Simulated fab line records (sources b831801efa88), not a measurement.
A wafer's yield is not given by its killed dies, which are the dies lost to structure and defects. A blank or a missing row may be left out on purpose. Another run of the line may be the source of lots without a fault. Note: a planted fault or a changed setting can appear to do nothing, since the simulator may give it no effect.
Matching of chambers    flow gf180mcu    GF_V3_CMP_26 on cmp-01 has 4 sister chambers
The step polishes, stops on SiO2, t overpolish 15 s, target thk 0 nm. 4 wafers are shown with their chamber, then 7 later ones without.

WAFERS PAIRED WITH THEIR CHAMBERS
wafer   chamber  motor_current_A (A)
L432.5  0        11.1
L442.3  3        10.8
L443.1  2        10.0
L443.2  1        10.4

WAFERS WHOSE CHAMBER IS MISSING
wafer   motor_current_A (A)
L443.5  11.2
L445.1  11.5
L445.2  10.2
L445.4  10.8
L447.1  11.3
L447.5  9.8
L447.6  11.5

THE CHAMBER EACH PASSED THROUGH
wafer   from the rows above           in truth
L443.5  can't be placed: 0 or 3       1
L445.1  can't be placed: 0 or 3       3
L445.2  can't be placed: 2 or 1 or 3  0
L445.4  can't be placed: 3 or 0 or 1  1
L447.1  can't be placed: 0 or 3       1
L447.5  can't be placed: 2 or 1       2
L447.6  can't be placed: 0 or 3       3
Correct placement for 0 of the 7. Cannot be placed on the basis of these rows: 7; the candidates contain the true chamber in 4. Number placed wrongly: 0.
How it was worked out, from the rows above alone: a wafer's distance from a chamber is the root of the sum, over the readings, of the square of ((its reading less the chamber's mean) divided by the reading's scatter). The wafer belongs to the nearest chamber; if the next one is less than 2 further off, it can't be placed. The mean given for a chamber averages the wafers shown for that chamber. The scatter: root of mean squared gap, hidden wafer to nearest shown wafer, with one shown wafer a chamber.
